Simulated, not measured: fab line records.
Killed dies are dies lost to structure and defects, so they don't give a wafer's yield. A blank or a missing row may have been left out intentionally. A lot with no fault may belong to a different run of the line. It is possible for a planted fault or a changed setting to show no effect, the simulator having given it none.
2 desks looking at one fault ; flow sfq_line ; what lay behind the numbers comes last; until then each desk has only its own

AT THE METROLOGY DESK
What the gauges read for every lot (on any tool): the sampled wafers with a number, averaged. A lot is out of limits, marked OUT, if its mean lies more than 4 standard deviations from the usual mean; the brackets give that distance.
Columns: A = M6_OVL at SFQ_M6_OVL_MEAS_940, usual 1 nm
lot;first seen here;A
L772;day 65 03:02;-4
L773;day 68 16:33;-2
L774;day 68 21:22;12
L775;day 68 22:33;1
L776;day 69 02:09;6
L779;day 70 13:38;-1
L780;day 70 16:01;2
L781;day 70 22:02;2
L786;day 72 11:34;8
L790;day 74 14:02;2
L791;day 74 16:32;6
L792;day 75 04:34;7
L793;day 75 11:38;2
L794;day 76 14:06;9
Finding of this desk: none of the 14 lots has anything out of limits.

TOOL OWNER'S DESK, cmp-02
The tool's own readings at SFQ_TRILAYER_I6_CMP_CMP_166 (polishes SiO2): means of the sampled wafers that have a number, for each lot that ran on this tool. A lot is out of limits, marked OUT, if its mean lies more than 4 standard deviations from the usual mean; the brackets give that distance.
Columns: A = motor_current_A at SFQ_TRILAYER_I6_CMP_CMP_166, usual 9.4 A; B = retaining_ring_pressure_frac at SFQ_TRILAYER_I6_CMP_CMP_166, usual 1.000; C = time_to_endpoint_s at SFQ_TRILAYER_I6_CMP_CMP_166, usual 218 s
lot;first seen here;A;B;C
L772;day 65 05:08;9.0;1.000;214
L775;day 69 02:42;9.7;1.001;211
L776;day 69 05:12;9.2;0.997;219
L780;day 70 18:16;9.2;0.997;195
L781;day 70 23:46;8.9;1.000;193
L793;day 75 16:11;9.4;1.001;213
L794;day 76 17:31;9.0;0.996;217
Finding of this desk: none of the 7 lots has anything out of limits.

PUT TOGETHER
Nothing out of limits was seen by the metrology desk.
Nothing out of limits was seen by the tool owner's desk.

WHAT THE SIMULATOR HAD PUT IN
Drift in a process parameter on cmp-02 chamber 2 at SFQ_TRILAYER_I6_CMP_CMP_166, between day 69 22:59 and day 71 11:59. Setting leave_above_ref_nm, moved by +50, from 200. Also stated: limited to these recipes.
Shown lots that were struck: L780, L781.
